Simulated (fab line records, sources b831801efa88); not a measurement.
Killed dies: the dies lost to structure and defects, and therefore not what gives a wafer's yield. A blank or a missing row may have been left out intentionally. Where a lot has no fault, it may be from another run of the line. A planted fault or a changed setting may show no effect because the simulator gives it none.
Comparing a struck lot with a sound one / flow gf180mcu / 44 out of 602 route steps
Sound: these wafers, L342.1, L342.3, L342.5. Wafers L341.3, L341.5, L341.6 were the ones struck. At the end, the cause is stated.
At each step with rows: each side's tool, then ch and its chambers, then its first start. Under that, the readings that differ: sound wafers / struck wafers / difference of the means / sigmas: that difference in standard deviations of wafers without a fault.
alike: same words and numbers on both sides, and readings whose means sit less than 2 such deviations apart. not compared: any withheld reading, any reading some wafer has no value for, any bound like >300 that may hide the same value, and any number with overlapping values for which the record gives no deviation.
A row with sigmas, a row that says differs or no value, or rows on one side alone: a step with any of these is where the two part. Non-overlapping numbers with no deviation appear without sigmas and do not part them. A reading that every wafer of one side lacks parts them only if that side has two wafers or more.

first, 1 step without rows for these wafers: GF_MVSD_IMPLANT_09.
GF_MVSD_STRIP_10: strips in O2/N2.
  sound on plasma_asher-03 ch 1, day 7 00:13; struck on plasma_asher-03 ch 0,1, day 6 20:03
  alike: drypump_motor_current_A, heater_power_w, oes_product_au, strip_time_to_endpoint_s
  not compared: rf_hours_counter_h
GF_MVSD_TW_MEAS_11:
  sound on film_metro-03 at day 7 00:19; struck on film_metro-01 at day 6 20:08
  alike: MVSD_TW
then, 7 steps without rows for these wafers: GF_MVPSD_DEHYDRATE_00 (time 60 s); GF_MVPSD_HMDS_01 (prime time 60 s); GF_MVPSD_COAT_02 (resist thk 3000 nm); GF_MVPSD_SOFTBAKE_03; GF_MVPSD_EXPOSE_04 (exposes mask MVPSD, target cd 1000 nm); GF_MVPSD_PEB_05; GF_MVPSD_DEVELOP_06 (develop time 60 s).
GF_MVPSD_OVL_MEAS_07:
  sound on overlay-01 at day 7 16:10; struck on overlay-01 at day 7 11:35
  alike: MVPSD_OVL
following that, these wafers have no rows for 1 step: GF_MVPSD_IMPLANT_08.
GF_MVPSD_IMPLANT_09:
  sound on implanter-02 ch 0, day 7 16:21; struck on implanter-04 ch 0, day 7 11:49
reading=dose_ions_cm2; sound=4.998e+12 4.996e+12 5.004e+12; struck=4.528e+12 4.524e+12 4.525e+12; difference=-4.737e+11; sigmas=-89
reading=faraday_current_uA; sound=26.9 28.6 27.7; struck=26.8 26.3 26.4; difference=-1.2; sigmas=-2
  alike: beam_energy_keV
GF_MVPSD_STRIP_10: strips in O2/N2.
  sound on plasma_asher-01 ch 0,1, day 7 16:30; struck on plasma_asher-01 ch 0,1, day 7 11:57
  alike: drypump_motor_current_A, heater_power_w, oes_product_au, strip_time_to_endpoint_s
  not compared: rf_hours_counter_h
GF_MVPSD_TW_MEAS_11:
  sound on film_metro-03 at day 7 16:36; struck on film_metro-02 at day 7 12:02
reading=MVPSD_TW; sound=553.4 552.4 557.1; struck=545.8 547.5 550.3; difference=-6.4; sigmas=-2
then, 7 steps without rows for these wafers: GF_VT_IMPLANT_DEHYDRATE_00 (time 60 s); GF_VT_IMPLANT_HMDS_01 (prime time 60 s); GF_VT_IMPLANT_COAT_02 (resist thk 1000 nm); GF_VT_IMPLANT_SOFTBAKE_03 (time 60 s); GF_VT_IMPLANT_EXPOSE_04 (exposes mask LVPWELL LV AREA, target cd 600 nm); GF_VT_IMPLANT_PEB_05; GF_VT_IMPLANT_DEVELOP_06 (develop time 60 s).
GF_VT_IMPLANT_OVL_MEAS_07:
  sound on overlay-01 at day 8 08:39; struck on overlay-01 at day 8 04:25
  alike: VT_IMPLANT_OVL
following that, these wafers have no rows for 1 step: GF_VT_IMPLANT_IMPLANT_08.
GF_VT_IMPLANT_STRIP_09: strips in O2/N2.
  sound on plasma_asher-04 ch 1, day 8 08:50; struck on plasma_asher-01 ch 0,1, day 8 04:38
  alike: drypump_motor_current_A, heater_power_w, oes_product_au, strip_time_to_endpoint_s
  not compared: rf_hours_counter_h
GF_VT_IMPLANT_TW_MEAS_10:
  sound on film_metro-03 at day 8 08:56; struck on film_metro-01 at day 8 04:43
  alike: VT_IMPLANT_TW
then, 7 steps without rows for these wafers: GF_VT_IMPLANT_DEHYDRATE_11 (time 60 s); GF_VT_IMPLANT_HMDS_12 (prime time 60 s); GF_VT_IMPLANT_COAT_13 (resist thk 1000 nm); GF_VT_IMPLANT_SOFTBAKE_14 (time 60 s); GF_VT_IMPLANT_EXPOSE_15 (exposes mask Nwell LV AREA, target cd 860 nm); GF_VT_IMPLANT_PEB_16; GF_VT_IMPLANT_DEVELOP_17 (develop time 60 s).
GF_VT_IMPLANT_OVL_MEAS_18:
  sound on overlay-02 at day 9 01:31; struck on overlay-02 at day 8 21:07
  alike: VT_IMPLANT_01_OVL
following that, these wafers have no rows for 1 step: GF_VT_IMPLANT_IMPLANT_19.
GF_VT_IMPLANT_STRIP_20: strips in O2/N2.
  sound on plasma_asher-02 ch 0,1, day 9 01:42; struck on plasma_asher-01 ch 0,1, day 8 21:19
  alike: drypump_motor_current_A, heater_power_w, oes_product_au, strip_time_to_endpoint_s
  not compared: rf_hours_counter_h
GF_VT_IMPLANT_TW_MEAS_21:
  sound on film_metro-01 at day 9 01:48; struck on film_metro-04 at day 8 21:24
  alike: VT_IMPLANT_2_TW
then, 5 steps without rows for these wafers: GF_VT_IMPLANT_DEHYDRATE_22 (time 60 s); GF_VT_IMPLANT_HMDS_23 (prime time 60 s); GF_VT_IMPLANT_COAT_24 (resist thk 1000 nm); GF_VT_IMPLANT_SOFTBAKE_25 (time 60 s); GF_VT_IMPLANT_EXPOSE_26 (exposes mask LVPWELL HV AREA, target cd 860 nm).
GF_VT_IMPLANT_RS_MEAS_49: the measuring method here is four-point-probe.
  sound on film_metro-01 at day 10 13:55; struck on film_metro-02 at day 10 08:11
reading=MVPSD_RS (ohm/sq); sound=1167.2 1166.8 1170.3; struck=1185.9 1188.2 1188.8; difference=+19.5; sigmas=+9
GF_PASSIVATION_PROBE_99:
  sound wafers here have rows in the record (prober-01, day 32 06:56); struck ones have none

WHERE THEY PART
Earliest at GF_MVPSD_IMPLANT_09; latest, in this record, at GF_PASSIVATION_PROBE_99.

WHY: the cause the simulator had injected
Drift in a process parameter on implanter-04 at GF_MVPSD_IMPLANT_09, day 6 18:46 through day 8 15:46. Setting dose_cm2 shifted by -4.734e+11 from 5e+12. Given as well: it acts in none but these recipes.
